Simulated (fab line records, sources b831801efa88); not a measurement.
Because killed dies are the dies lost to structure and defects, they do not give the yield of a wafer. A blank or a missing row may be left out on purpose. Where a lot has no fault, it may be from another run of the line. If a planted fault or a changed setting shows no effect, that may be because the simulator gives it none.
Matching of chambers    flow sky130    cmp-01 running SKY_VIA3_CMP_02: 4 sister chambers
The step polishes SiO2. 8 wafers are shown with their chamber, then 11 later ones without.

## WAFERS, EACH WITH ITS CHAMBER
wafer   chamber  motorCurrentA (A)  headPressurePsi (psi)
L083.2  1        12.1               4.010
L086.1  1        12.1               3.993
L086.2  3        12.3               4.008
L086.3  0        12.6               3.999
L087.1  3        13.0               4.005
L087.3  2        13.4               3.989
L087.5  0        11.7               3.984
L088.3  2        13.4               3.999

## WAFERS MISSING THEIR CHAMBER
wafer   motorCurrentA (A)  headPressurePsi (psi)
L088.4  12.1               4.004
L088.6  12.6               4.001
L092.2  13.0               4.003
L092.3  12.2               4.011
L092.4  12.5               3.993
L095.1  12.6               3.994
L095.3  12.6               4.005
L095.4  13.0               4.005
L097.1  12.3               4.001
L097.3  12.8               3.983
L097.6  12.3               4.008

## THE CHAMBER EACH PASSED THROUGH
wafer   from the rows above                in truth
L088.4  can't be placed: 1 or 3 or 0       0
L088.6  can't be placed: 3 or 1 or 0 or 2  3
L092.2  can't be placed: 3 or 2 or 1 or 0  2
L092.3  can't be placed: 1 or 3 or 0       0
L092.4  can't be placed: 0 or 1 or 3 or 2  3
L095.1  can't be placed: 0 or 3 or 1 or 2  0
L095.3  can't be placed: 3 or 1 or 0       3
L095.4  can't be placed: 3 or 2 or 1 or 0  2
L097.1  can't be placed: 1 or 3 or 0       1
L097.3  can't be placed: 0 or 2 or 3 or 1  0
L097.6  can't be placed: 3 or 1 or 0       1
Placed correctly: 0 of 11. Can't be placed from these rows: 11 (the true chamber is among the candidates in 11). Wrongly placed: 0.
How it was worked out, from the rows above alone: a wafer's distance from a chamber is the root of the sum, over the readings, of the square of ((its reading less the chamber's mean) divided by the reading's scatter). The wafer belongs to the nearest chamber; if the next one is less than 2 further off, it can't be placed. The mean given for a chamber averages the wafers shown for that chamber. How the scatter is found: for the shown wafers, subtract from each reading the mean of its chamber, square and add these, divide the total by (wafers less chambers), then take the root.
